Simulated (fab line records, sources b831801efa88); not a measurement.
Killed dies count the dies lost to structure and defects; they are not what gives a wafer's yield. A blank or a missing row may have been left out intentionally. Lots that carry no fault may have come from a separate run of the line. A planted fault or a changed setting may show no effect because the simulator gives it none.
fab line records / flow sky130
[record] lots = 5 wafers = 15 last-day = 50
route steps=708 shown RES_XHIGH@341 SD_N@342 PAD_OPEN@708
lots that met no fault: taken from a fault-free run of the same line
start-h: hours from the record's opening day to when the first of the lot's shown wafers began / wait-h: hours since the lot's step before / " same as the row above / L1.1+2: a row that stands for several wafers / - value missing, or start not given / * or withheld: withheld / < > ~ a bound
route shown NAME@n: names a module that has steps shown in the file, with the first one's number in the route / usual: the fault-free wafers' mean and standard deviation / same: alike in all rows / chamber/n: place in a boat / sites: readings site by site / _std_site: the values' standard deviation / _edge_site: mean of outer sites minus mean of inner sites / radius-mm: how far each site lies from the wafer's centre / mask NAME#n: copy n / behind: tool/chamber where the wafer was last shaped / hold: reason for holding the lot/hours on hold/outcome of the hold / device: the transistor (n, p or np) that didn't switch / end of line: the tests these same wafers got at the end of their route / step lacking rows: just its recipe / killed: dies that structure and defects cost at the first sort, which is not the same as the wafer's yield / map: dies across one wafer; x = killed, . = not, _ = none there
set.NAME: setting as actually run; set.NAME@STEP: the setting as run at that earlier step / model.NAME: the simulator's own value behind a step, which no gauge read
lots at selected steps of the route; one table per step, one row per wafer
services: when a tool's chamber went out of use (start-h, in hours from the record's first day, below 0 if earlier), for how many hours, and the reason
[[steps]]
[step SKY_RES_XHIGH_TW_MEAS_09]
[usual] RES_XHIGH_TW = 1650/7.5
lot.wafer=L235.2 tool=film-metro-03 chamber=- start-h=615.25 wait-h=0.1 RES_XHIGH_TW=1650
lot.wafer=L235.4 tool=film-metro-03 chamber=- start-h=615.25 wait-h=0.1 RES_XHIGH_TW=1657
lot.wafer=L235.6 tool=film-metro-03 chamber=- start-h=615.25 wait-h=0.1 RES_XHIGH_TW=1657
lot.wafer=L240.1 tool=film-metro-03 chamber=- start-h=668.72 wait-h=0.1 RES_XHIGH_TW=1658
lot.wafer=L240.2 tool=film-metro-03 chamber=- start-h=668.72 wait-h=0.1 RES_XHIGH_TW=1655
lot.wafer=L240.6 tool=film-metro-03 chamber=- start-h=668.72 wait-h=0.1 RES_XHIGH_TW=1650
lot.wafer=L250.2 tool=film-metro-03 chamber=- start-h=756.80 wait-h=0.1 RES_XHIGH_TW=1648
lot.wafer=L250.3 tool=film-metro-03 chamber=- start-h=756.80 wait-h=0.1 RES_XHIGH_TW=1654
lot.wafer=L250.5 tool=film-metro-03 chamber=- start-h=756.80 wait-h=0.1 RES_XHIGH_TW=1644
lot.wafer=L255.1 tool=film-metro-03 chamber=- start-h=792.72 wait-h=0.1 RES_XHIGH_TW=1645
lot.wafer=L255.4 tool=film-metro-03 chamber=- start-h=792.72 wait-h=0.1 RES_XHIGH_TW=1652
lot.wafer=L255.6 tool=film-metro-03 chamber=- start-h=792.72 wait-h=0.1 RES_XHIGH_TW=1657
lot.wafer=L257.1 tool=film-metro-01 chamber=- start-h=811.39 wait-h=0.1 RES_XHIGH_TW=1646
lot.wafer=L257.5 tool=film-metro-01 chamber=- start-h=811.39 wait-h=0.1 RES_XHIGH_TW=1650
lot.wafer=L257.6 tool=film-metro-01 chamber=- start-h=811.39 wait-h=0.1 RES_XHIGH_TW=1645
[step SKY_SD_N_DEHYDRATE_00]
[recipe] temp-c = 200 time-s = 60
[step SKY_SD_N_HMDS_01]
[recipe] prime-time-s = 60 prime-temp-c = 120
[step SKY_SD_N_COAT_02]
[recipe] resist = NOVOLAK spin-rpm = 3000 resist-thk-nm = 1140
[step SKY_SD_N_SOFTBAKE_03]
[recipe] temp-c = 90 time-s = 60 resist = NOVOLAK
[step SKY_SD_N_EXPOSE_04]
[recipe] mask-id = NSDM na = 0.6 source-shape = conventional sigma-outer = 0.6 polarization = unpolarized target-cd-nm = 380 dose-mj = 141
[step SKY_SD_N_PEB_05]
[recipe] temp-c = withheld time-s = * resist = NOVOLAK
[step SKY_SD_N_DEVELOP_06]
[recipe] resist = NOVOLAK developer = TMAH develop-time-s = 60 dev-temp-c = 23
[step SKY_SD_N_CD_MEAS_07]
[recipe] target-cd-nm = 380
[usual] cd-nm = 380.1/2.2
lot.wafer=L235.2 tool=cd-sem-02 chamber=- start-h=644.21 wait-h=0.1 cd-nm=379.7
lot.wafer=L235.4 tool=cd-sem-02 chamber=- start-h=644.21 wait-h=0.1 cd-nm=379.4
lot.wafer=L235.6 tool=cd-sem-02 chamber=- start-h=644.21 wait-h=0.1 cd-nm=378.6
lot.wafer=L240.1 tool=cd-sem-01 chamber=- start-h=696.28 wait-h=0.1 cd-nm=379.4
lot.wafer=L240.2 tool=cd-sem-01 chamber=- start-h=696.28 wait-h=0.1 cd-nm=377.6
lot.wafer=L240.6 tool=cd-sem-01 chamber=- start-h=696.28 wait-h=0.1 cd-nm=380.0
lot.wafer=L250.2 tool=cd-sem-02 chamber=- start-h=782.70 wait-h=0.1 cd-nm=375.9
lot.wafer=L250.3 tool=cd-sem-02 chamber=- start-h=782.70 wait-h=0.1 cd-nm=380.0
lot.wafer=L250.5 tool=cd-sem-02 chamber=- start-h=782.70 wait-h=0.1 cd-nm=379.1
lot.wafer=L255.1 tool=cd-sem-01 chamber=- start-h=819.18 wait-h=0.1 cd-nm=379.0
lot.wafer=L255.4 tool=cd-sem-01 chamber=- start-h=819.18 wait-h=0.1 cd-nm=381.5
lot.wafer=L255.6 tool=cd-sem-01 chamber=- start-h=819.18 wait-h=0.1 cd-nm=379.8
lot.wafer=L257.1 tool=cd-sem-02 chamber=- start-h=838.54 wait-h=0.1 cd-nm=382.3
lot.wafer=L257.5 tool=cd-sem-02 chamber=- start-h=838.54 wait-h=0.1 cd-nm=381.0
lot.wafer=L257.6 tool=cd-sem-02 chamber=- start-h=838.54 wait-h=0.1 cd-nm=381.1
[step SKY_SD_N_OVL_MEAS_08]
[usual] SD_N_OVL = 0.3/1.3
lot.wafer=L235.2 tool=overlay-02 chamber=- start-h=644.31 wait-h=0.1 SD_N_OVL[nm]=-2.8
lot.wafer=L235.4 tool=overlay-02 chamber=- start-h=644.31 wait-h=0.1 SD_N_OVL[nm]=-2.3
lot.wafer=L235.6 tool=overlay-02 chamber=- start-h=644.31 wait-h=0.1 SD_N_OVL[nm]=-1.3
lot.wafer=L240.1 tool=overlay-01 chamber=- start-h=696.40 wait-h=0.1 SD_N_OVL[nm]=0.3
lot.wafer=L240.2 tool=overlay-01 chamber=- start-h=696.40 wait-h=0.1 SD_N_OVL[nm]=0.0
lot.wafer=L240.6 tool=overlay-01 chamber=- start-h=696.40 wait-h=0.1 SD_N_OVL[nm]=0.1
lot.wafer=L250.2 tool=overlay-02 chamber=- start-h=782.81 wait-h=0.1 SD_N_OVL[nm]=-1.3
lot.wafer=L250.3 tool=overlay-02 chamber=- start-h=782.81 wait-h=0.1 SD_N_OVL[nm]=0.5
lot.wafer=L250.5 tool=overlay-02 chamber=- start-h=782.81 wait-h=0.1 SD_N_OVL[nm]=0.3
lot.wafer=L255.1 tool=overlay-02 chamber=- start-h=819.30 wait-h=0.1 SD_N_OVL[nm]=0.3
lot.wafer=L255.4 tool=overlay-02 chamber=- start-h=819.30 wait-h=0.1 SD_N_OVL[nm]=0.5
lot.wafer=L255.6 tool=overlay-02 chamber=- start-h=819.30 wait-h=0.1 SD_N_OVL[nm]=1.3
lot.wafer=L257.1 tool=overlay-01 chamber=- start-h=838.66 wait-h=0.1 SD_N_OVL[nm]=1.9
lot.wafer=L257.5 tool=overlay-01 chamber=- start-h=838.66 wait-h=0.1 SD_N_OVL[nm]=1.6
lot.wafer=L257.6 tool=overlay-01 chamber=- start-h=838.66 wait-h=0.1 SD_N_OVL[nm]=0.3
[step SKY_SD_N_IMPLANT_09]
[recipe] species = As energy-kev = 50 dose-cm2 = 4e+15 tilt-deg = 0
[step SKY_SD_N_IMPLANT_10]
[recipe] species = P energy-kev = 20 dose-cm2 = 1e+14 tilt-deg = 0
[step SKY_SD_N_STRIP_11]
[recipe] chemistry = O2/N2 power-w = 1400 pressure-mtorr = 1500 platen-temp-c = withheld o2-flow-sccm = 3000 n2-flow-sccm = 300 overash-fraction = 0.5
[usual] chamber-pressure-mTorr = 1500.0/1.3 drypump-motor-current-A = 5.9/0.37 oes-product-au = 0.528/0.0049 strip-time-to-endpoint-s = 22.57/0.033
lot.wafer=L235.2 tool=plasma-asher-03 chamber=0 start-h=644.64 wait-h=0.1 chamber-pressure-mTorr=1500.5 drypump-motor-current-A=5.3 oes-product-au=0.526 rf-hours-counter-h=24 strip-time-to-endpoint-s=22.62 model.NOVOLAK_of_SD_N_COAT_02.thk-nm=0
lot.wafer=L235.4 tool=plasma-asher-03 chamber=1 start-h=644.64 wait-h=0.1 chamber-pressure-mTorr=1499.5 drypump-motor-current-A=5.7 oes-product-au=0.531 rf-hours-counter-h=- strip-time-to-endpoint-s=22.58 model.NOVOLAK_of_SD_N_COAT_02.thk-nm=0
lot.wafer=L235.6 tool=plasma-asher-03 chamber=0 start-h=644.64 wait-h=0.1 chamber-pressure-mTorr=1500.4 drypump-motor-current-A=5.3 oes-product-au=0.529 rf-hours-counter-h=- strip-time-to-endpoint-s=22.62 model.NOVOLAK_of_SD_N_COAT_02.thk-nm=0
lot.wafer=L240.1 tool=plasma-asher-03 chamber=1 start-h=696.74 wait-h=0.1 chamber-pressure-mTorr=1497.9 drypump-motor-current-A=5.7 oes-product-au=0.292 rf-hours-counter-h=29 strip-time-to-endpoint-s=- model.NOVOLAK_of_SD_N_COAT_02.thk-nm=879.7
lot.wafer=L240.2 tool=plasma-asher-03 chamber=0 start-h=696.74 wait-h=0.1 chamber-pressure-mTorr=1501.5 drypump-motor-current-A=5.3 oes-product-au=0.298 rf-hours-counter-h=29 strip-time-to-endpoint-s=- model.NOVOLAK_of_SD_N_COAT_02.thk-nm=880.1
lot.wafer=L240.6 tool=plasma-asher-03 chamber=0 start-h=696.74 wait-h=0.1 chamber-pressure-mTorr=1501.7 drypump-motor-current-A=5.3 oes-product-au=0.304 rf-hours-counter-h=- strip-time-to-endpoint-s=- model.NOVOLAK_of_SD_N_COAT_02.thk-nm=879.6
lot.wafer=L250.2 tool=plasma-asher-04 chamber=1 start-h=783.14 wait-h=0.1 chamber-pressure-mTorr=1499.8 drypump-motor-current-A=6.1 oes-product-au=0.519 rf-hours-counter-h=97 strip-time-to-endpoint-s=22.63 model.NOVOLAK_of_SD_N_COAT_02.thk-nm=0
lot.wafer=L250.3 tool=plasma-asher-04 chamber=1 start-h=783.14 wait-h=0.1 chamber-pressure-mTorr=1501.9 drypump-motor-current-A=6.1 oes-product-au=0.531 rf-hours-counter-h=- strip-time-to-endpoint-s=22.59 model.NOVOLAK_of_SD_N_COAT_02.thk-nm=0
lot.wafer=L250.5 tool=plasma-asher-04 chamber=0 start-h=783.14 wait-h=0.1 chamber-pressure-mTorr=1501.3 drypump-motor-current-A=5.7 oes-product-au=0.531 rf-hours-counter-h=- strip-time-to-endpoint-s=22.62 model.NOVOLAK_of_SD_N_COAT_02.thk-nm=0
lot.wafer=L255.1 tool=plasma-asher-04 chamber=1 start-h=819.64 wait-h=0.1 chamber-pressure-mTorr=1499.6 drypump-motor-current-A=6.1 oes-product-au=0.530 rf-hours-counter-h=102 strip-time-to-endpoint-s=22.55 model.NOVOLAK_of_SD_N_COAT_02.thk-nm=0
lot.wafer=L255.4 tool=plasma-asher-04 chamber=0 start-h=819.64 wait-h=0.1 chamber-pressure-mTorr=1500.9 drypump-motor-current-A=5.7 oes-product-au=0.524 rf-hours-counter-h=- strip-time-to-endpoint-s=22.53 model.NOVOLAK_of_SD_N_COAT_02.thk-nm=0
lot.wafer=L255.6 tool=plasma-asher-04 chamber=0 start-h=819.64 wait-h=0.1 chamber-pressure-mTorr=1499.4 drypump-motor-current-A=5.8 oes-product-au=0.530 rf-hours-counter-h=- strip-time-to-endpoint-s=22.58 model.NOVOLAK_of_SD_N_COAT_02.thk-nm=0
lot.wafer=L257.1 tool=plasma-asher-03 chamber=1 start-h=838.99 wait-h=0.1 chamber-pressure-mTorr=1499.7 drypump-motor-current-A=5.7 oes-product-au=0.529 rf-hours-counter-h=43 strip-time-to-endpoint-s=22.58 model.NOVOLAK_of_SD_N_COAT_02.thk-nm=0
lot.wafer=L257.5 tool=plasma-asher-03 chamber=0 start-h=838.99 wait-h=0.1 chamber-pressure-mTorr=1500.8 drypump-motor-current-A=5.3 oes-product-au=0.535 rf-hours-counter-h=- strip-time-to-endpoint-s=22.56 model.NOVOLAK_of_SD_N_COAT_02.thk-nm=0
lot.wafer=L257.6 tool=plasma-asher-03 chamber=1 start-h=838.99 wait-h=0.1 chamber-pressure-mTorr=1499.1 drypump-motor-current-A=5.8 oes-product-au=0.528 rf-hours-counter-h=- strip-time-to-endpoint-s=22.57 model.NOVOLAK_of_SD_N_COAT_02.thk-nm=0
[step SKY_SD_N_TW_MEAS_12]
[usual] SD_N_TW = 3996/16
lot.wafer=L235.2 tool=film-metro-01 chamber=- start-h=644.75 wait-h=0.1 SD_N_TW=3992
lot.wafer=L235.4 tool=film-metro-01 chamber=- start-h=644.75 wait-h=0.1 SD_N_TW=3989
lot.wafer=L235.6 tool=film-metro-01 chamber=- start-h=644.75 wait-h=0.1 SD_N_TW=3989
lot.wafer=L240.1 tool=film-metro-03 chamber=- start-h=696.84 wait-h=0.1 SD_N_TW=4017
lot.wafer=L240.2 tool=film-metro-03 chamber=- start-h=696.84 wait-h=0.1 SD_N_TW=4004
lot.wafer=L240.6 tool=film-metro-03 chamber=- start-h=696.84 wait-h=0.1 SD_N_TW=4031
lot.wafer=L250.2 tool=film-metro-03 chamber=- start-h=783.25 wait-h=0.1 SD_N_TW=3975
lot.wafer=L250.3 tool=film-metro-03 chamber=- start-h=783.25 wait-h=0.1 SD_N_TW=3992
lot.wafer=L250.5 tool=film-metro-03 chamber=- start-h=783.25 wait-h=0.1 SD_N_TW=3969
lot.wafer=L255.1 tool=film-metro-02 chamber=- start-h=819.75 wait-h=0.1 SD_N_TW=4019
lot.wafer=L255.4 tool=film-metro-02 chamber=- start-h=819.75 wait-h=0.1 SD_N_TW=4030
lot.wafer=L255.6 tool=film-metro-02 chamber=- start-h=819.75 wait-h=0.1 SD_N_TW=4025
lot.wafer=L257.1 tool=film-metro-03 chamber=- start-h=839.09 wait-h=0.1 SD_N_TW=3990
lot.wafer=L257.5 tool=film-metro-03 chamber=- start-h=839.09 wait-h=0.1 SD_N_TW=3991
lot.wafer=L257.6 tool=film-metro-03 chamber=- start-h=839.09 wait-h=0.1 SD_N_TW=3992
[step SKY_PAD_OPEN_PROBE_99]
[usual] killed_at_M0_to_M3 = 43/6.9 killed_at_M4_up = 3.1/1.9 killed-at-contacts = 24/5.4 killed-at-front-end = 14/4.3 killed-at-other = 0.3/0.53 killed-dies = 84/9.5 killed-on-rim = 16/4.1 killed-open = 46/6.8 killed-short = 38/6
[same] gross-dies = 492 killed-at-back-side = 0
lot.wafer=L235.2 tool=prober-02 chamber=- start-h=1076.01 wait-h=0.1 killed_at_M0_to_M3=43 killed_at_M4_up=2 killed-at-contacts=20 killed-at-front-end=18 killed-at-other=0 killed-dies=83 killed-on-rim=17 killed-open=47 killed-short=36
lot.wafer=L235.4 tool=prober-02 chamber=- start-h=1076.11 wait-h=0.2 killed_at_M0_to_M3=56 killed_at_M4_up=4 killed-at-contacts=20 killed-at-front-end=12 killed-at-other=0 killed-dies=92 killed-on-rim=18 killed-open=47 killed-short=45
lot.wafer=L235.6 tool=prober-02 chamber=- start-h=1076.21 wait-h=0.2 killed_at_M0_to_M3=50 killed_at_M4_up=3 killed-at-contacts=24 killed-at-front-end=20 killed-at-other=0 killed-dies=97 killed-on-rim=15 killed-open=45 killed-short=52
lot.wafer=L240.1 tool=prober-02 chamber=- start-h=1111.35 wait-h=0.1 killed_at_M0_to_M3=30 killed_at_M4_up=4 killed-at-contacts=34 killed-at-front-end=424 killed-at-other=0 killed-dies=492 killed-on-rim=96 killed-open=46 killed-short=43
lot.wafer=L240.2 tool=prober-02 chamber=- start-h=1111.40 wait-h=0.1 killed_at_M0_to_M3=49 killed_at_M4_up=2 killed-at-contacts=21 killed-at-front-end=420 killed-at-other=0 killed-dies=492 killed-on-rim=96 killed-open=45 killed-short=48
lot.wafer=L240.6 tool=prober-02 chamber=- start-h=1111.60 wait-h=0.2 killed_at_M0_to_M3=50 killed_at_M4_up=6 killed-at-contacts=31 killed-at-front-end=405 killed-at-other=0 killed-dies=492 killed-on-rim=96 killed-open=51 killed-short=40
lot.wafer=L255.1 tool=prober-01 chamber=- start-h=1197.91 wait-h=0.1 killed_at_M0_to_M3=44 killed_at_M4_up=2 killed-at-contacts=30 killed-at-front-end=10 killed-at-other=1 killed-dies=87 killed-on-rim=17 killed-open=51 killed-short=36
lot.wafer=L255.4 tool=prober-01 chamber=- start-h=1198.06 wait-h=0.2 killed_at_M0_to_M3=45 killed_at_M4_up=7 killed-at-contacts=29 killed-at-front-end=4 killed-at-other=1 killed-dies=86 killed-on-rim=11 killed-open=55 killed-short=30
lot.wafer=L255.6 tool=prober-01 chamber=- start-h=1198.16 wait-h=0.2 killed_at_M0_to_M3=41 killed_at_M4_up=2 killed-at-contacts=15 killed-at-front-end=10 killed-at-other=2 killed-dies=70 killed-on-rim=12 killed-open=34 killed-short=34
lot.wafer=L257.1 tool=prober-02 chamber=- start-h=1206.65 wait-h=0.1 killed_at_M0_to_M3=45 killed_at_M4_up=4 killed-at-contacts=23 killed-at-front-end=21 killed-at-other=1 killed-dies=94 killed-on-rim=17 killed-open=49 killed-short=45
lot.wafer=L257.5 tool=prober-02 chamber=- start-h=1206.85 wait-h=0.2 killed_at_M0_to_M3=35 killed_at_M4_up=1 killed-at-contacts=25 killed-at-front-end=19 killed-at-other=1 killed-dies=81 killed-on-rim=18 killed-open=40 killed-short=41
lot.wafer=L257.6 tool=prober-02 chamber=- start-h=1206.90 wait-h=0.2 killed_at_M0_to_M3=45 killed_at_M4_up=0 killed-at-contacts=24 killed-at-front-end=17 killed-at-other=0 killed-dies=86 killed-on-rim=17 killed-open=52 killed-short=34
// killed by level:class
L235.2 CONTACT:geometric-particle:open=9 VIA1:geometric-particle:open=9 CONTACT:geometric-particle:short=6 METAL1:geometric-particle:short=6 VIA2:geometric-particle:open=6 VIA1:geometric-particle:short=4 FIELD_ISO:geometric-particle:open=4 POLY_GATE:geometric-particle:open=4
L235.4 VIA1:geometric-particle:open=12 VIA2:geometric-particle:open=8 VIA2:geometric-particle:short=8 METAL1:geometric-particle:short=7 CONTACT:geometric-particle:open=6 VIA1:geometric-particle:short=6 LI_CONTACT:geometric-particle:open=4 VIA3:geometric-particle:open=4
L235.6 VIA1:geometric-particle:open=14 POLY_GATE:geometric-particle:short=10 CONTACT:geometric-particle:open=9 METAL1:geometric-particle:short=9 LI_CONTACT:geometric-particle:open=7 METAL2:geometric-particle:short=7 LI_CONTACT:geometric-particle:short=5 METAL3:geometric-particle:short=5
L240.1 SD_N:area-rta=403 CONTACT:geometric-particle:open=13 LI_CONTACT:geometric-particle:open=9 METAL2:geometric-particle:short=8 POLY_GATE:geometric-particle:open=7 FIELD_ISO:geometric-particle:short=5 LOCAL_INTERCONNECT:geometric-particle:short=5 CONTACT:geometric-particle:short=5
L240.2 SD_N:area-rta=399 METAL3:geometric-particle:short=8 VIA2:geometric-particle:open=8 FIELD_ISO:geometric-particle:open=7 CONTACT:geometric-particle:open=7 VIA3:geometric-particle:open=7 VIA1:geometric-particle:open=7 LOCAL_INTERCONNECT:geometric-particle:short=6
L240.6 SD_N:area-rta=401 CONTACT:geometric-particle:open=12 VIA1:geometric-particle:open=10 VIA3:geometric-particle:open=10 METAL2:geometric-particle:short=9 VIA2:geometric-particle:open=7 LI_CONTACT:geometric-particle:open=6 METAL4:geometric-particle:short=6
L255.1 VIA1:geometric-particle:open=17 CONTACT:geometric-particle:open=11 LI_CONTACT:geometric-particle:open=10 LI_CONTACT:geometric-particle:short=4 VIA1:geometric-particle:short=4 METAL2:geometric-particle:short=4 VIA2:geometric-particle:open=4 FIELD_ISO:geometric-particle:short=3
L255.4 CONTACT:geometric-particle:open=11 LI_CONTACT:geometric-particle:open=9 VIA1:geometric-particle:open=9 VIA2:geometric-particle:open=8 VIA3:geometric-particle:open=6 CONTACT:geometric-particle:short=5 VIA1:geometric-particle:short=5 METAL4:geometric-particle:open=5
L255.6 VIA1:geometric-particle:open=11 METAL2:geometric-particle:short=11 CONTACT:geometric-particle:open=5 LOCAL_INTERCONNECT:geometric-particle:short=4 VIA3:geometric-particle:open=4 METAL1:geometric-particle:short=4 VIA2:geometric-particle:open=4 FIELD_ISO:geometric-particle:short=3
L257.1 VIA1:geometric-particle:open=12 VIA3:geometric-particle:open=8 CONTACT:geometric-particle:open=7 FIELD_ISO:geometric-particle:short=6 POLY_GATE:geometric-particle:short=6 LI_CONTACT:geometric-particle:open=6 METAL2:geometric-particle:short=6 VIA1:geometric-particle:short=5
L257.5 CONTACT:geometric-particle:open=8 VIA1:geometric-particle:short=7 FIELD_ISO:geometric-particle:open=6 LOCAL_INTERCONNECT:geometric-particle:short=5 VIA2:geometric-particle:open=5 FIELD_ISO:geometric-particle:short=4 POLY_GATE:geometric-particle:open=4 LI_CONTACT:geometric-particle:open=4
L257.6 LOCAL_INTERCONNECT:geometric-particle:short=9 VIA3:geometric-particle:open=8 POLY_GATE:geometric-particle:open=7 CONTACT:geometric-particle:open=7 VIA1:geometric-particle:open=7 VIA3:geometric-particle:short=7 FIELD_ISO:geometric-particle:open=5 LI_CONTACT:geometric-particle:open=5
// map L240.1 (x killed, . not)
__________xxxxxxxxxx_________
________xxxxxxxxxxxxxx_______
______xxxxxxxxxxxxxxxxxx_____
_____xxxxxxxxxxxxxxxxxxxx____
____xxxxxxxxxxxxxxxxxxxxxx___
___xxxxxxxxxxxxxxxxxxxxxxxx__
__xxxxxxxxxxxxxxxxxxxxxxxxxx_
_xxxxxxxxxxxxxxxxxxxxxxxxxxxx
_xxxxxxxxxxxxxxxxxxxxxxxxxxxx
_xxxxxxxxxxxxxxxxxxxxxxxxxxxx
_xxxxxxxxxxxxxxxxxxxxxxxxxxxx
_xxxxxxxxxxxxxxxxxxxxxxxxxxxx
_xxxxxxxxxxxxxxxxxxxxxxxxxxxx
_xxxxxxxxxxxxxxxxxxxxxxxxxxxx
_xxxxxxxxxxxxxxxxxxxxxxxxxxxx
__xxxxxxxxxxxxxxxxxxxxxxxxxx_
___xxxxxxxxxxxxxxxxxxxxxxxx__
____xxxxxxxxxxxxxxxxxxxxxx___
_____xxxxxxxxxxxxxxxxxxxx____
______xxxxxxxxxxxxxxxxxx_____
________xxxxxxxxxxxxxx_______
__________xxxxxxxxxx_________
// map L235.6 (x killed, . not)
__________.....x...._________
________x............._______
______.....x............_____
_____.x.xx.........x...x.____
____......x.....x...x..x..___
___...x..x..x........xx....__
__x......xx..x......x...xxx._
_.x.x.....x...xxx..x..x..xx..
_x.x...........xx.....x..x...
_......x.......x...xx.x...x..
_.x.............x..x.xx..x...
_...xx......x........xx......
_.x...xx....x...........x....
_.x...............xx.x....xx.
_.....................xx.....
__x.....x.....xx....x....x.x_
___x...............xx.x....__
____....x...x....xx.x.....___
_____..x.x...x...........____
______....x.x..x......x._____
________...........x.._______
__________.....x...x_________
[[services]]
tool=plasma-asher-04 chamber=- start-h=753.21 hours=0.8 kind=repair
tool=plasma-asher-03 chamber=- start-h=801.79 hours=5.6 kind=repair
[[key]]
[first-sign] step = SKY_SD_N_STRIP_11 reading = oes-product-au direction = down sigmas = 47 usual = 0.528 struck = 0.298
[effect] step = SKY_PAD_OPEN_PROBE_99 reading = killed-at-front-end direction = up sigmas = 93 usual = 14 struck = 416
[model-effect] step = SKY_SD_N_STRIP_11 value = NOVOLAK_of_SD_N_COAT_02.thk-nm without = 0 struck = 879.8
[more-kills-born-at] SKY_SD_N_RTA_14@rtp-anneal-02 = 1203
met-at SKY_SD_N_STRIP_11
struck-wafers L240.1,L240.2,L240.6
tester-left-out L240
onset-between 644.64 696.74
[fault] kind = strip-aborted tool = plasma-asher-03 chamber = - onset-h = 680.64 steps = SKY_SD_N_STRIP_11 offset = 0.93019 end-h = 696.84
// tester-left-out: of these lots the tester's yield and bins aren't shown, on N5 and GAA mostly nor the transistor test; their killed dies are dies lost to structure and defects alone, not to doping, threshold or leakage, so they don't give the yield
